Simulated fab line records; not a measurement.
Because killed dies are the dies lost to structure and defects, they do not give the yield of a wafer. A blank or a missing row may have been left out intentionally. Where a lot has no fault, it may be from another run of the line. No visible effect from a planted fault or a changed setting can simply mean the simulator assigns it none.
fab line records	flow gf180mcu	part 2 of 2: steps 33 to 44 of 44
record: lots: 5	wafers: 15	lastDay: 33
route steps=602 shown HV_LDD@218 NSD@235 PSD@248
lots untouched by any fault: they come from a run of this same line in which no faults occurred
startH: hours from the record's first day to the start of the lot's first wafer shown	waitH: hours from the lot's prior step to this one	" identical to the entry in the row above	L1.1+2: one row covering several wafers at once	- value missing, or start not given	* or withheld: withheld	< > ~ a bound
route shown NAME@n: names a module that has steps shown in the file, with the first one's number in the route	usual: the fault-free wafers' mean and standard deviation	same: alike in all rows	chamber/n: place in a boat	sites: readings site by site	_std_site: their standard deviation	_edge_site: mean of outer sites minus mean of inner sites	radiusMm: how far each site lies from the wafer's centre	mask NAME#n: copy n	behind: the last tool/chamber to shape the wafer	hold: cause of the lot's hold/its duration in hours/its outcome	device: the n, p or np transistor that did not switch	end of line: tests of these same wafers at the route's end	a step with no rows: only its recipe	killed: dies that structure and defects cost at the first sort, which is not the same as the wafer's yield	map: a wafer's dies, x killed, . not, _ none there
set.NAME: setting as actually run; set.NAME@STEP: the setting as run at that earlier step	model.NAME: the simulator's own value behind a step, which no gauge read
a table for each step, a row for each wafer; lots at some steps of the route
services: the hour from which a tool's chamber was out of use, counted from the record's first day as startH (under 0 if before that day), plus the number of hours and why
== steps ==
step: GF_PSD_COAT_02
recipe: resist: NOVOLAK	spinRpm: 3000	resistThkNm: 1000
lot.wafer	tool	chamber	startH	waitH
L074.1+2+6	lithoTrack-02	0	301.71	0.1
L077.3+4+5	lithoTrack-02	0	336.76	0.1
L084.1+3+6	lithoTrack-03	0	401.94	0.1
L090.1+4+6	lithoTrack-04	0	448.90	0.1
L094.2+4+5	lithoTrack-03	0	471.91	0.1
step: GF_PSD_SOFTBAKE_03
recipe: tempC: 90	timeS: 60	resist: NOVOLAK
lot.wafer	tool	chamber	startH	waitH
L074.1+2+6	lithoTrack-02	0	301.86	0.1
L077.3+4+5	lithoTrack-02	0	336.91	0.1
L084.1+3+6	lithoTrack-03	0	402.09	0.1
L090.1+4+6	lithoTrack-04	0	449.05	0.1
L094.2+4+5	lithoTrack-03	0	472.06	0.1
step: GF_PSD_EXPOSE_04
recipe: maskId: Pplus	targetCdNm: 400	na: 0.6	sourceShape: conventional	sigmaOuter: 0.6	doseMj: 140
lot.wafer	tool	chamber	startH	waitH	mask
L074.1+2+6	ilineStepper-02	0	-	-	Pplus#0
L077.3+4+5	ilineStepper-01	0	-	-	Pplus#0
L084.1+3+6	ilineStepper-02	0	-	-	Pplus#0
L090.1+4+6	ilineStepper-02	0	-	-	Pplus#0
L094.2+4+5	ilineStepper-02	0	-	-	Pplus#0
step: GF_PSD_PEB_05
recipe: tempC: withheld	timeS: *	resist: NOVOLAK
lot.wafer	tool	chamber	startH	waitH
L074.1+2+6	lithoTrack-04	0	-	-
L077.3+4+5	lithoTrack-03	0	-	-
L084.1+3+6	lithoTrack-02	0	-	-
L090.1+4+6	lithoTrack-03	0	-	-
L094.2+4+5	lithoTrack-02	0	-	-
step: GF_PSD_DEVELOP_06
recipe: developTimeS: 60	devTempC: 23
lot.wafer	tool	chamber	startH	waitH
L074.1+2+6	lithoTrack-04	0	312.05	0.1
L077.3+4+5	lithoTrack-03	0	347.39	0.1
L084.1+3+6	lithoTrack-02	0	414.56	0.1
L090.1+4+6	lithoTrack-03	0	461.14	0.1
L094.2+4+5	lithoTrack-02	0	483.13	0.1
step: GF_PSD_CD_MEAS_07
recipe: targetCdNm: 400
usual: cdNm: 399.1/2.2
lot.wafer	tool	chamber	startH	waitH	cdNm
L074.1	cdSem-02	-	312.20	0.1	399.3
L074.2	"	-	"	"	397.0
L074.6	"	-	"	"	399.1
L077.3	cdSem-02	-	347.53	0.1	397.7
L077.4	"	-	"	"	400.1
L077.5	"	-	"	"	399.6
L084.1	cdSem-02	-	414.71	0.1	401.3
L084.3	"	-	"	"	399.8
L084.6	"	-	"	"	402.3
L090.1	cdSem-01	-	461.29	0.1	396.5
L090.4	"	-	"	"	395.9
L090.6	"	-	"	"	395.8
L094.2	cdSem-01	-	483.28	0.1	399.6
L094.4	"	-	"	"	399.7
L094.5	"	-	"	"	396.9
step: GF_PSD_OVL_MEAS_08
usual: PSD_OVL: 0.3/1.5
lot.wafer	tool	chamber	startH	waitH	PSD_OVL[nm]
L074.1	overlay-02	-	312.32	0.1	0.7
L074.2	"	-	"	"	-0.4
L074.6	"	-	"	"	-1.4
L077.3	overlay-01	-	347.62	0.1	-0.1
L077.4	"	-	"	"	0.6
L077.5	"	-	"	"	0.2
L084.1	overlay-01	-	414.83	0.1	2.1
L084.3	"	-	"	"	0.3
L084.6	"	-	"	"	-0.6
L090.1	overlay-01	-	461.41	0.1	0.7
L090.4	"	-	"	"	0.4
L090.6	"	-	"	"	-1.2
L094.2	overlay-02	-	483.39	0.1	0.2
L094.4	"	-	"	"	0.8
L094.5	"	-	"	"	0.8
step: GF_PSD_IMPLANT_09
recipe: species: BF2	energyKev: 40	doseCm2: 1.5e+15	tiltDeg: 7
same: implantIonAmu: 49
lot.wafer	tool	chamber	startH	waitH
L074.1+2+6	implanter-02	0	312.36	0.0
L077.3+4+5	implanter-01	0	347.70	0.1
L084.1+3+6	implanter-04	0	414.87	0.0
L090.1+4+6	implanter-01	0	461.44	0.0
L094.2+4+5	implanter-01	0	483.44	0.0
step: GF_PSD_STRIP_10
recipe: chemistry: O2/N2	powerW: 1400	pressureMtorr: 1500	platenTempC: 250	o2FlowSccm: 3000	n2FlowSccm: 300	overashFraction: 0.5
usual: drypumpMotorCurrentA: 5.5/0.55	heaterPowerW: 299/19	oesProductAu: 0.592/0.0045	stripTimeToEndpointS: 16.54/0.038
lot.wafer	tool	chamber	startH	waitH	drypumpMotorCurrentA	heaterPowerW	oesProductAu	rfHoursCounterH	stripTimeToEndpointS
L074.1	plasmaAsher-02	1	312.51	0.1	6.0	291	0.591	65	16.56
L074.2	"	0	"	"	5.8	292	0.583	65	16.55
L074.6	"	1	"	"	6.0	294	0.588	-	16.57
L077.3	plasmaAsher-02	0	347.83	0.1	5.9	290	0.591	-	16.54
L077.4	"	1	"	"	6.0	297	0.600	-	16.47
L077.5	"	1	"	"	6.0	290	0.597	-	16.51
L084.1	plasmaAsher-04	0	415.02	0.1	6.1	309	0.592	65	16.54
L084.3	"	1	"	"	4.7	296	0.591	-	16.51
L084.6	"	1	"	"	4.7	301	0.589	-	16.52
L090.1	plasmaAsher-02	0	461.59	0.1	5.9	293	0.588	81	16.51
L090.4	"	1	"	"	6.0	295	0.586	-	16.56
L090.6	"	1	"	"	6.0	296	0.594	-	16.49
L094.2	plasmaAsher-04	0	483.57	0.1	6.1	318	0.598	72	16.58
L094.4	"	0	"	"	6.1	311	0.597	-	16.59
L094.5	"	0	"	"	6.0	318	0.597	-	16.54
step: GF_PSD_TW_MEAS_11
usual: PSD_TW: 3209/21
lot.wafer	tool	chamber	startH	waitH	PSD_TW
L074.1	filmMetro-02	-	312.61	0.1	3181
L074.2	"	-	"	"	3185
L074.6	"	-	"	"	3178
L077.3	filmMetro-01	-	347.92	0.1	3186
L077.4	"	-	"	"	3191
L077.5	"	-	"	"	3217
L084.1	filmMetro-02	-	415.12	0.1	3194
L084.3	"	-	"	"	3209
L084.6	"	-	"	"	3201
L090.1	filmMetro-04	-	461.69	0.1	3221
L090.4	"	-	"	"	3220
L090.6	"	-	"	"	3226
L094.2	filmMetro-01	-	483.68	0.1	3226
L094.4	"	-	"	"	3213
L094.5	"	-	"	"	3226
step: GF_PSD_CLEAN_12
recipe: chemistry: SC1/SC2	mix: 1:4:20	tempC: 70	timeS: 150	dry: n2Spin
usual: tempC: 70.00/0.14
lot.wafer	tool	chamber	startH	waitH	tempC
L074.1	wetBench-02	2	312.67	0.1	70.15
L074.2	"	2	"	"	69.90
L074.6	"	2	"	"	69.93
L077.3	wetBench-01	3	347.96	0.0	70.04
L077.4	"	3	"	"	69.91
L077.5	"	3	"	"	69.91
L084.1	wetBench-04	2	415.18	0.1	70.27
L084.3	"	2	"	"	69.84
L084.6	"	2	"	"	69.92
L090.1	wetBench-02	0	461.75	0.1	69.74
L090.4	"	0	"	"	69.91
L090.6	"	0	"	"	69.98
L094.2	wetBench-04	2	483.73	0.0	70.16
L094.4	"	2	"	"	69.96
L094.5	"	2	"	"	70.02
step: GF_PSD_RTA_13
recipe: tempC: 1025	timeS: 20	ambient: N2
usual: lampPowerPct: 35.1/2.5	wafer_temp_C_max: 1028.5/1.2
lot.wafer	tool	chamber	startH	waitH	lampPowerPct	wafer_temp_C_max
L074.1	rtpAnneal-01	0	312.72	0.0	32.6	1027.4
L074.2	"	0	"	"	32.6	1027.3
L074.6	"	0	"	"	32.6	1029.1
L077.3	rtpAnneal-02	0	348.03	0.0	37.5	1029.4
L077.4	"	0	"	"	37.5	1029.9
L077.5	"	0	"	"	37.6	1028.5
L084.1	rtpAnneal-02	0	415.23	0.0	37.6	1030.4
L084.3	"	0	"	"	37.6	1030.1
L084.6	"	0	"	"	37.5	1029.5
L090.1	rtpAnneal-02	0	461.81	0.0	37.6	1029.7
L090.4	"	0	"	"	37.6	1029.0
L090.6	"	0	"	"	37.6	1029.7
L094.2	rtpAnneal-02	0	483.79	0.0	37.6	1031.5
L094.4	"	0	"	"	37.6	1030.0
L094.5	"	0	"	"	37.6	1028.0
== services ==
tool	chamber	startH	hours	kind
plasmaAsher-02	-	238.69	0.7	repair
implanter-02	-	242.65	5.6	pm
ilineStepper-01	-	244.19	9.7	repair
rtpAnneal-01	-	246.99	2.2	repair
wetBench-01	-	249.07	2.9	repair
implanter-01	-	254.56	3.8	repair
rtpAnneal-01	-	262.92	6.2	pm
ilineStepper-01	-	272.80	1.7	pm
implanter-04	-	281.00	3.9	pm
implanter-01	-	286.73	3.3	repair
implanter-04	-	311.92	10.5	pm
ilineStepper-02	-	318.70	4.4	pm
rtpAnneal-02	-	325.87	1.5	pm
implanter-01	-	331.36	2.5	pm
implanter-04	-	351.06	4.7	repair
lpcvd-02	-	352.33	2.8	pm
ilineStepper-01	-	357.51	28.2	repair
implanter-02	-	401.72	153.2	pm
ilineStepper-01	-	402.85	7.5	repair
plasmaAsher-02	-	416.48	2.8	pm
ilineStepper-01	-	423.25	2.1	pm
ilineStepper-02	-	438.23	1.7	pm
lpcvd-02	-	443.03	2.0	repair
ilineStepper-02	-	452.25	9.7	repair
